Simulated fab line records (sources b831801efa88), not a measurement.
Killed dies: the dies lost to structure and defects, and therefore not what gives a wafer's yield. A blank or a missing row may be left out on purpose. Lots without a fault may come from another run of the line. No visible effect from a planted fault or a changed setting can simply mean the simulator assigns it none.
The tool behind it: which one? | flow gf180mcu | 24 lots, 72 wafers sampled, at 6 steps of a route of 602

== WHAT EACH GAUGE READ, for each wafer ==
GF_V1_CD_MEAS_14: target cd 260 nm. Usual: cdNm reads 260.2 nm (standard deviation 1.2).
lot  | measured     | on       | cdNm (nm)         | flag
L074 | day 18 03:05 | cdSem-01 | 259.1 259.1 259.4 | 
L075 | day 18 15:37 | cdSem-01 | 260.2 259.6 260.5 | 
L076 | day 19 02:11 | cdSem-02 | 256.9 257.0 257.6 | 
L077 | day 19 06:50 | cdSem-01 | 262.6 261.2 261.4 | 
L078 | day 19 13:32 | cdSem-01 | 259.2 259.3 259.7 | 
L079 | day 19 23:41 | cdSem-02 | 259.1 258.7 259.5 | 
L080 | day 20 10:50 | cdSem-01 | 261.0 261.9 261.3 | 
L081 | day 20 14:53 | cdSem-02 | 260.9 260.6 260.3 | 
L082 | day 21 05:21 | cdSem-01 | 260.4 260.6 260.8 | 
L083 | day 21 12:11 | cdSem-02 | 260.5 260.8 260.4 | 
L084 | day 21 23:50 | cdSem-02 | 261.3 260.8 261.7 | 
L085 | day 22 06:17 | cdSem-02 | 260.8 261.4 260.8 | 
L086 | day 22 21:31 | cdSem-02 | 259.8 259.9 261.5 | 
L087 | day 23 00:47 | cdSem-02 | 260.7 260.6 259.3 | 
L088 | day 23 07:59 | cdSem-02 | 258.0 258.4 258.8 | 
L089 | day 23 17:17 | cdSem-02 | 259.1 259.8 259.4 | 
L090 | day 23 23:49 | cdSem-02 | 262.0 261.3 262.6 | 
L091 | day 24 08:39 | cdSem-01 | 259.9 260.9 259.7 | 
L092 | day 24 15:25 | cdSem-01 | 261.4 261.1 261.2 | 
L093 | day 25 01:28 | cdSem-02 | 260.5 258.3 259.5 | 
L094 | day 25 09:04 | cdSem-02 | 260.5 258.9 260.8 | 
L095 | day 25 16:44 | cdSem-02 | 258.7 258.9 258.9 | 
L096 | day 25 19:18 | cdSem-01 | 260.3 259.4 260.4 | 
L097 | day 26 03:19 | cdSem-02 | 262.0 262.1 261.2 | 

GF_M2_RS_MEAS_05: measurement is done with a four-point probe. Usual: M2_ALCU_RS 0.0695 ohm/sq, standard deviation 0.0009.
lot  | measured     | on           | M2_ALCU_RS (ohm/sq)  | flag
L074 | day 18 05:03 | filmMetro-03 | 0.0698 0.0698 0.0700 | 
L075 | day 18 17:22 | filmMetro-03 | 0.0710 0.0706 0.0705 | 
L076 | day 19 03:55 | filmMetro-04 | 0.0694 0.0697 0.0701 | 
L077 | day 19 08:36 | filmMetro-04 | 0.0693 0.0689 0.0698 | 
L078 | day 19 15:17 | filmMetro-02 | 0.0700 0.0699 0.0683 | 
L079 | day 20 01:34 | filmMetro-04 | 0.0698 0.0702 0.0692 | 
L080 | day 20 12:50 | filmMetro-03 | 0.0691 0.0701 0.0685 | 
L081 | day 20 16:37 | filmMetro-03 | 0.0697 0.0705 0.0708 | 
L082 | day 21 07:05 | filmMetro-02 | 0.0694 0.0692 0.0691 | 
L083 | day 21 14:06 | filmMetro-04 | 0.0697 0.0706 0.0693 | 
L084 | day 22 01:37 | filmMetro-02 | 0.0691 0.0697 0.0693 | 
L085 | day 22 08:02 | filmMetro-04 | 0.0722 0.0709 0.0706 | 
L086 | day 22 23:17 | filmMetro-04 | 0.0701 0.0684 0.0698 | 
L087 | day 23 02:33 | filmMetro-03 | 0.0693 0.0685 0.0672 | 
L088 | day 23 09:46 | filmMetro-03 | 0.0705 0.0695 0.0689 | 
L089 | day 23 19:02 | filmMetro-02 | 0.0709 0.0700 0.0709 | 
L090 | day 24 01:33 | filmMetro-02 | 0.0706 0.0713 0.0696 | 
L091 | day 24 10:23 | filmMetro-04 | 0.0693 0.0697 0.0691 | 
L092 | day 24 17:26 | filmMetro-04 | 0.0698 0.0701 0.0693 | 
L093 | day 25 03:19 | filmMetro-03 | 0.0709 0.0690 0.0691 | 
L094 | day 25 10:48 | filmMetro-02 | 0.0687 0.0681 0.0698 | 
L095 | day 25 18:28 | filmMetro-02 | 0.0712 0.0701 0.0705 | 
L096 | day 25 21:02 | filmMetro-03 | 0.0707 0.0693 0.0689 | 
L097 | day 26 05:02 | filmMetro-03 | 0.0672 0.0681 0.0678 | 

GF_TOP_METAL_OVL_MEAS_15. Usual: TOP_METAL_OVL 0.1 nm, standard deviation 1.1.
lot  | measured     | on         | TOP_METAL_OVL (nm) | flag
L074 | day 28 02:37 | overlay-02 | -0.4 -0.1 0.2      | 
L075 | day 28 13:25 | overlay-02 | 0.6 -0.1 -0.6      | 
L076 | day 28 21:59 | overlay-02 | 1.3 2.5 -1.2       | 
L077 | day 29 00:49 | overlay-01 | -0.6 -0.4 -0.4     | 
L078 | day 29 05:10 | overlay-02 | 1.7 -0.2 0.7       | 
L079 | day 29 13:56 | overlay-01 | 0.1 2.1 -0.6       | 
L080 | day 30 00:47 | overlay-02 | 0.7 -0.7 0.7       | 
L081 | day 30 02:23 | overlay-02 | -1.3 0.3 -0.3      | 
L082 | day 30 14:08 | overlay-02 | 0.2 -0.3 -0.2      | 
L083 | day 30 19:32 | overlay-01 | 1.0 0.9 -1.1       | 
L084 | day 31 03:25 | overlay-01 | -0.5 1.3 0.4       | 
L085 | day 31 07:13 | overlay-02 | -2.7 -1.9 -3.5     | 
L086 | day 31 19:13 | overlay-02 | 1.2 1.2 0.8        | 
L087 | day 32 00:05 | overlay-02 | 0.9 -0.4 -0.8      | 
L088 | day 32 05:25 | overlay-01 | 1.5 -0.4 -0.6      | 
L089 | day 32 12:19 | overlay-02 | 0.2 -0.1 0.4       | 
L090 | day 32 16:40 | overlay-01 | 0.3 -0.4 0.0       | 
L091 | day 33 00:11 | overlay-01 | 1.6 1.3 0.9        | 
L092 | day 33 03:31 | overlay-02 | -1.1 -1.5 -0.7     | 
L093 | day 33 10:41 | overlay-01 | 1.0 -1.1 -0.6      | 
L094 | day 33 16:46 | overlay-01 | 1.9 0.7 -0.8       | 
L095 | day 33 21:50 | overlay-02 | 1.2 0.1 -1.0       | 
L096 | day 34 00:13 | overlay-02 | -0.4 -0.2 0.4      | 
L097 | day 34 05:55 | overlay-02 | 0.7 0.0 1.0        | 

== WHAT TOOL EACH LOT RAN ON (gives the tool, then ch and the chambers of the sampled wafers, and finally the start) ==
lot  | GF_V1_SPUTTER_21            | GF_V4_ETCH_17                                | GF_MIM_SPUTTER_04
L074 | pvdSputter-04, day 18 03:53 | rieDiel-01 ch 2,3, day 24 11:29 or earlier   | pvdSputter-04, day 24 11:29
L075 | pvdSputter-01, day 18 16:24 | rieDiel-04 ch 0,1,2, day 25 00:33 or earlier | pvdSputter-01, day 25 00:33
L076 | pvdSputter-01, day 19 03:00 | rieDiel-02 ch 0,1, day 25 09:08 or earlier   | pvdSputter-03, day 25 09:08
L077 | pvdSputter-04, day 19 07:41 | rieDiel-01 ch 2,3, day 25 12:11 or earlier   | pvdSputter-03, day 25 12:11
L078 | pvdSputter-01, day 19 14:22 | rieDiel-04 ch 0,2, day 25 18:07 or earlier   | pvdSputter-01, day 25 18:07
L079 | pvdSputter-04, day 20 00:31 | rieDiel-04 ch 1,2, day 26 03:30 or earlier   | pvdSputter-03, day 26 03:30
L080 | pvdSputter-01, day 20 11:43 | rieDiel-04 ch 1,2, day 26 13:52 or earlier   | pvdSputter-04, day 26 13:52
L081 | pvdSputter-04, day 20 15:43 | rieDiel-02 ch 0,1,2, day 26 15:45 or earlier | pvdSputter-04, day 26 15:45
L082 | pvdSputter-04, day 21 06:07 | rieDiel-01 ch 0,1, day 27 05:55 or earlier   | pvdSputter-01, day 27 05:55
L083 | pvdSputter-02, day 21 13:04 | rieDiel-02 ch 0,1,2, day 27 11:10 or earlier | pvdSputter-01, day 27 11:10
L084 | pvdSputter-04, day 22 00:42 | rieDiel-02 ch 0,1,2, day 27 20:32 or earlier | pvdSputter-04, day 27 20:32
L085 | pvdSputter-02, day 22 07:08 | rieDiel-01 ch 0,1, day 28 01:47 or earlier   | pvdSputter-01, day 28 01:47
L086 | pvdSputter-01, day 22 22:20 | rieDiel-01 ch 0,1,3, day 28 14:20 or earlier | pvdSputter-03, day 28 14:20
L087 | pvdSputter-01, day 23 01:38 | rieDiel-02 ch 0,2,3, day 28 19:55 or earlier | pvdSputter-01, day 28 19:55
L088 | pvdSputter-04, day 23 08:52 | rieDiel-01 ch 0,2,3, day 29 01:50 or earlier | pvdSputter-01, day 29 01:50
L089 | pvdSputter-04, day 23 18:07 | rieDiel-02 ch 0,1,3, day 29 08:20 or earlier | pvdSputter-04, day 29 08:20
L090 | pvdSputter-04, day 24 00:37 | rieDiel-02 ch 0,1,3, day 29 14:33 or earlier | pvdSputter-03, day 29 14:33
L091 | pvdSputter-04, day 24 09:26 | rieDiel-04 ch 0,1,2, day 29 22:32 or earlier | pvdSputter-04, day 29 22:32
L092 | pvdSputter-04, day 24 16:13 | rieDiel-02 ch 0,1, day 30 03:47 or earlier   | pvdSputter-01, day 30 03:47
L093 | pvdSputter-01, day 25 02:21 | rieDiel-01 ch 1,3, day 30 12:02 or earlier   | pvdSputter-01, day 30 12:02
L094 | pvdSputter-02, day 25 09:50 | rieDiel-04 ch 0,3, day 30 18:41 or earlier   | pvdSputter-03, day 30 18:41
L095 | pvdSputter-01, day 25 17:31 | rieDiel-02 ch 0,1,2, day 31 01:29 or earlier | pvdSputter-03, day 31 01:29
L096 | pvdSputter-02, day 25 20:05 | rieDiel-04 ch 2,3, day 31 02:44 or earlier   | pvdSputter-01, day 31 02:44
L097 | pvdSputter-04, day 26 04:07 | rieDiel-01 ch 0,1, day 31 10:15 or earlier   | pvdSputter-04, day 31 10:15
- GF_V1_SPUTTER_21: material Ti, target thk 15 nm, time 80.02 s.
- GF_V4_ETCH_17: etches SiO2 in C4F8/O2/Ar, stops on TiN, target depth 630 nm.
- GF_MIM_SPUTTER_04: material TiN, target thk 50 nm, time 41.7 s.

== WHAT THE TOOLS THEMSELVES READ (means of the sampled wafers that have a number; where no wafer has one, the mark that the record gives instead) ==
GF_V1_SPUTTER_21. Usual: throttleValvePct reads 30.0 % (standard deviation 0.74).
lot  | tool          | throttleValvePct (%) | flag
L074 | pvdSputter-04 | 30.2                 | 
L075 | pvdSputter-01 | 29.6                 | 
L076 | pvdSputter-01 | 30.5                 | 
L077 | pvdSputter-04 | 30.1                 | 
L078 | pvdSputter-01 | 30.1                 | 
L079 | pvdSputter-04 | 29.6                 | 
L080 | pvdSputter-01 | 29.4                 | 
L081 | pvdSputter-04 | 29.9                 | 
L082 | pvdSputter-04 | 30.0                 | 
L083 | pvdSputter-02 | 29.4                 | 
L084 | pvdSputter-04 | 29.9                 | 
L085 | pvdSputter-02 | 30.4                 | 
L086 | pvdSputter-01 | 29.5                 | 
L087 | pvdSputter-01 | 30.0                 | 
L088 | pvdSputter-04 | 30.2                 | 
L089 | pvdSputter-04 | 29.7                 | 
L090 | pvdSputter-04 | 29.7                 | 
L091 | pvdSputter-04 | 29.8                 | 
L092 | pvdSputter-04 | 29.8                 | 
L093 | pvdSputter-01 | 30.0                 | 
L094 | pvdSputter-02 | 30.7                 | 
L095 | pvdSputter-01 | 30.7                 | 
L096 | pvdSputter-02 | 31.8                 | 
L097 | pvdSputter-04 | 29.9                 | 

GF_V4_ETCH_17. Usual: oesProductAu reads 0.856 a.u. (standard deviation 0.0044).
lot  | tool       | oesProductAu (a.u.) | flag
L074 | rieDiel-01 | 0.854               | 
L075 | rieDiel-04 | 0.859               | 
L076 | rieDiel-02 | 0.856               | 
L077 | rieDiel-01 | 0.857               | 
L078 | rieDiel-04 | 0.858               | 
L079 | rieDiel-04 | 0.852               | 
L080 | rieDiel-04 | 0.856               | 
L081 | rieDiel-02 | 0.855               | 
L082 | rieDiel-01 | 0.854               | 
L083 | rieDiel-02 | 0.857               | 
L084 | rieDiel-02 | 0.858               | 
L085 | rieDiel-01 | 0.855               | 
L086 | rieDiel-01 | 0.856               | 
L087 | rieDiel-02 | 0.857               | 
L088 | rieDiel-01 | 0.853               | 
L089 | rieDiel-02 | 0.856               | 
L090 | rieDiel-02 | 0.859               | 
L091 | rieDiel-04 | 0.855               | 
L092 | rieDiel-02 | 0.853               | 
L093 | rieDiel-01 | 0.859               | 
L094 | rieDiel-04 | 0.856               | 
L095 | rieDiel-02 | 0.858               | 
L096 | rieDiel-04 | 0.858               | 
L097 | rieDiel-01 | 0.858               | 

GF_MIM_SPUTTER_04. Usual: throttleValvePct reads 29.9 % (standard deviation 0.57).
lot  | tool          | throttleValvePct (%) | flag
L074 | pvdSputter-04 | 29.5                 | 
L075 | pvdSputter-01 | 30.1                 | 
L076 | pvdSputter-03 | 29.4                 | 
L077 | pvdSputter-03 | 29.2                 | 
L078 | pvdSputter-01 | 29.9                 | 
L079 | pvdSputter-03 | 29.9                 | 
L080 | pvdSputter-04 | 30.3                 | 
L081 | pvdSputter-04 | 29.9                 | 
L082 | pvdSputter-01 | 30.0                 | 
L083 | pvdSputter-01 | 29.6                 | 
L084 | pvdSputter-04 | 29.9                 | 
L085 | pvdSputter-01 | 30.1                 | 
L086 | pvdSputter-03 | 29.6                 | 
L087 | pvdSputter-01 | 29.4                 | 
L088 | pvdSputter-01 | 30.0                 | 
L089 | pvdSputter-04 | 29.7                 | 
L090 | pvdSputter-03 | 29.8                 | 
L091 | pvdSputter-04 | 29.6                 | 
L092 | pvdSputter-01 | 29.8                 | 
L093 | pvdSputter-01 | 29.3                 | 
L094 | pvdSputter-03 | 29.6                 | 
L095 | pvdSputter-03 | 29.6                 | 
L096 | pvdSputter-01 | 29.9                 | 
L097 | pvdSputter-04 | 30.1                 | 

== THE ANSWER, worked out from the rows above alone ==
Rule: take the mean of a lot's wafers that have a number; if it is more than 3 standard deviations from the usual mean, the lot is off. Also off: a lot with no number at a reading for which 4 or more lots have one. The other lots that the step has rows for count as sound. After the gauges, taken in route order, come the tools' own readings; for these a lot's mean is taken, as printed above. The first step at which some lot is off is used, and at that step the reading that is off furthest; a lot without a number counts as furthest.
Nothing can be told from this: no lot is off at any reading shown.

== WHAT HAD BEEN PUT IN BY THE SIMULATOR ==
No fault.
